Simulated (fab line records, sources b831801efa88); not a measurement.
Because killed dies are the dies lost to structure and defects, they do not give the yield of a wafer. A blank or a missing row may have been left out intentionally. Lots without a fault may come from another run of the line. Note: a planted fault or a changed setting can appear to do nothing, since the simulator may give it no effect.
2 desks looking at one fault :: flow sky130 :: each desk holds nothing but its own numbers, with what lay behind them at the end

## THE METROLOGY DESK
What the gauges read for every lot (on any tool): the sampled wafers with a number, averaged. A lot is out of limits, marked OUT, if its mean lies more than 4 standard deviations from the usual mean; the brackets give that distance.
Columns: A = SONOS_TUNNEL_OVL at SKY_SONOS_TUNNEL_OVL_MEAS_08, usual 0.0 nm; B = CONTACT_BOW at SKY_CONTACT_BOW_MEAS_05, usual 81 um
lot: L710
first seen here: day 11 14:07
A: 0.2
B: 81

lot: L711
first seen here: day 12 00:34
A: -1.1
B: 80

lot: L713
first seen here: day 12 11:22
A: -0.6
B: 84

lot: L715
first seen here: day 13 02:43
A: -0.1
B: 83

lot: L716
first seen here: day 13 12:49
A: -1.7
B: 82

lot: L717
first seen here: day 13 18:37
A: 0.2
B: 87

lot: L718
first seen here: day 14 03:50
A: -0.8
B: 74

lot: L719
first seen here: day 14 13:14
A: -0.7
B: 84

lot: L720
first seen here: day 14 15:22
A: 1.4
B: 76

lot: L722
first seen here: day 15 09:34
A: 2.3
B: 87

lot: L723
first seen here: day 15 18:56
A: -0.5
B: 76

lot: L726
first seen here: day 17 00:19
A: 266.3 (+99 or more) OUT
B: -

lot: L727
first seen here: day 17 02:01
A: 266.3 (+99 or more) OUT
B: -
Per this desk, out of limits: L726, L727; the first was L726, day 17 00:19 (SONOS_TUNNEL_OVL at SKY_SONOS_TUNNEL_OVL_MEAS_08). Within limits: L710, L711, L713, L715, L716, L717, L718, L719, L720, L722, L723.

## AT THE TOOL OWNER'S DESK: iline-stepper-01
The tool's own readings at SKY_SONOS_TUNNEL_EXPOSE_04 (exposes mask TUNM, target cd 410 nm): means of the sampled wafers that have a number, for each lot that ran on this tool. A lot is out of limits, marked OUT, if its mean lies more than 4 standard deviations from the usual mean; the brackets give that distance.
Columns: A = focus-offset-nm at SKY_SONOS_TUNNEL_EXPOSE_04, usual 0.0 nm
lot: L715
first seen here: day 12 14:40
A: 0.0

lot: L720
first seen here: day 14 03:02
A: -0.2

lot: L722
first seen here: day 14 19:53
A: -0.1

lot: L723
first seen here: day 15 05:09
A: -0.1

lot: L726
first seen here: day 16 10:33
A: -0.5

lot: L727
first seen here: day 16 12:29
A: 0.9
This desk's verdict: no lot among the 6 shows anything out of limits.

## TAKEN TOGETHER
L726, L727 would have let the metrology desk raise an alarm at day 17 00:19.
The tool owner's desk saw nothing out of limits.
Tool owner's desk: L726, L727 on record, inside its limits.
The lots listed all ran SKY_SONOS_TUNNEL_EXPOSE_04 on iline-stepper-01.

## WHAT HAD BEEN PUT IN BY THE SIMULATOR
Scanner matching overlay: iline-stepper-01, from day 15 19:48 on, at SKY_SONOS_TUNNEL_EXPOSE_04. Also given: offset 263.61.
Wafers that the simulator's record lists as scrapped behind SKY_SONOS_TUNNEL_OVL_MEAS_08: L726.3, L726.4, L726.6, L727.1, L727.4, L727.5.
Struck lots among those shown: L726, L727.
Per desk, hours elapsed from the start of the fault to the first reading out of limits: for the metrology desk, 29.
